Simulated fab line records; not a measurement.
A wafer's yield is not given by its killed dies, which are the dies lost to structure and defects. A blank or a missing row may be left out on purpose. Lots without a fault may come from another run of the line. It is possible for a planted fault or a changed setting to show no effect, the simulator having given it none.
Which tool is to blame? + flow sfq_line + 7 lots, 21 wafers sampled, at 1 step of a route of 325

WHAT EACH GAUGE READ, for each wafer
SFQ_R5_THK_MEAS_934: measures by xrf.
| lot  | measured     | on            | R5_MONX_THK (nm) |
|------|--------------|---------------|------------------|
| L826 | day 57 14:05 | film_metro-01 | 39.1 39.0 38.9   |
| L829 | day 58 17:14 | film_metro-02 | 39.9 39.7 40.0   |
| L832 | day 60 04:49 | film_metro-04 | 38.9 38.9 39.0   |
| L834 | day 60 16:17 | film_metro-01 | 39.1 39.4 39.7   |
| L837 | day 66 01:46 | film_metro-01 | 40.0 39.5 40.0   |
| L844 | day 70 01:50 | film_metro-02 | 39.9 39.6 39.8   |
| L846 | day 75 18:51 | film_metro-02 | 39.7 39.6 39.4   |

WHAT TOOL EACH LOT RAN ON (gives the tool, then ch and the chambers of the sampled wafers, and finally the start)
The record shows no process step preceding these readings.

THE ANSWER, worked out from the rows above alone
Rule: the lots themselves supply what counts as usual. The widest of any qualifying gaps counts: lots, ordered by their means at a reading, are off when they make up no more than a third of the lots, leave a main group of 4 or more, and stand apart from it by 3 or more times the standard deviation of that group's means. A main group is skipped when, at the precision printed for the reading in the tables above, its means are all equal. A lot without any number at a reading at which 4 lots or more have one is off too. The other lots that the step has rows for count as sound.
Nothing can be told from this: no lot is off at any reading shown.

WHAT HAD BEEN PUT IN BY THE SIMULATOR
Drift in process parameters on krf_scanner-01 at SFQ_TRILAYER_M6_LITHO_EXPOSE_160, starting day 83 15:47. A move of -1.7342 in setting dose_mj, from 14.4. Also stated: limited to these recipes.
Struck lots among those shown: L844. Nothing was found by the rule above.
